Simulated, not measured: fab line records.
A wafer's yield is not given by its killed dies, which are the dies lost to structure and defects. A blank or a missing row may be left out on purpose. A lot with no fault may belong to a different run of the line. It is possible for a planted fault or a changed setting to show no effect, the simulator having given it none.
The tool behind it: which one? || flow sky130 || 6 lots with 18 wafers sampled at 2 steps, on a route of 708 steps

## WHAT EACH GAUGE READ, for each wafer
SKY_VIA4_OVL_MEAS_11.
{"lot": "L223", "measured": "day 43 01:10", "on": "overlay-01", "VIA4_OVL (nm)": "-1.2 -2.0 0.3"}
{"lot": "L231", "measured": "day 45 12:40", "on": "overlay-02", "VIA4_OVL (nm)": "0.8 0.7 1.3"}
{"lot": "L236", "measured": "day 46 13:35", "on": "overlay-02", "VIA4_OVL (nm)": "-0.6 -0.3 0.1"}
{"lot": "L239", "measured": "day 46 23:56", "on": "overlay-02", "VIA4_OVL (nm)": "-0.8 1.7 -0.5"}
{"lot": "L242", "measured": "day 47 18:50", "on": "overlay-01", "VIA4_OVL (nm)": "-0.8 -1.1 -0.6"}
{"lot": "L244", "measured": "day 48 07:56", "on": "overlay-02", "VIA4_OVL (nm)": "-0.6 -2.7 -1.8"}

## WHAT TOOL EACH LOT RAN ON (gives the tool, then ch and the chambers of the sampled wafers, and finally the start)
{"lot": "L223", "SKY_METAL4_METAL_ETCH_18": "rieMetal-02 ch 0,1, day 42 00:04"}
{"lot": "L231", "SKY_METAL4_METAL_ETCH_18": "rieMetal-03 ch 0, day 44 12:56"}
{"lot": "L236", "SKY_METAL4_METAL_ETCH_18": "rieMetal-03 ch 0, day 45 16:13"}
{"lot": "L239", "SKY_METAL4_METAL_ETCH_18": "rieMetal-04 ch 0,1, day 46 03:47"}
{"lot": "L242", "SKY_METAL4_METAL_ETCH_18": "rieMetal-02 ch 0,1, day 46 21:40"}
{"lot": "L244", "SKY_METAL4_METAL_ETCH_18": "rieMetal-02 ch 0,1, day 47 10:53"}
- SKY_METAL4_METAL_ETCH_18: etches the open film in Cl2/BCl3, stops on SiO2, target depth 845 nm, time 183.1 s.

## THE ANSWER, worked out from the rows above alone
Rule: what is usual is taken from the lots themselves. Put in order of their means at a reading, lots are off if they are a third of the lots or fewer, leave a main group of 4 or more, and stand apart from it by a gap of 3 or more times the standard deviation of the main group's means; of several such gaps the widest counts. If all means in a main group match to the digits the tables above print for the reading, that group is not used. A lot without any number at a reading at which 4 lots or more have one is off too. All remaining lots with rows at the step are treated as sound.
Across all readings shown, no lot is off: no conclusion can be drawn from this.

## WHAT THE SIMULATOR HAD INSERTED
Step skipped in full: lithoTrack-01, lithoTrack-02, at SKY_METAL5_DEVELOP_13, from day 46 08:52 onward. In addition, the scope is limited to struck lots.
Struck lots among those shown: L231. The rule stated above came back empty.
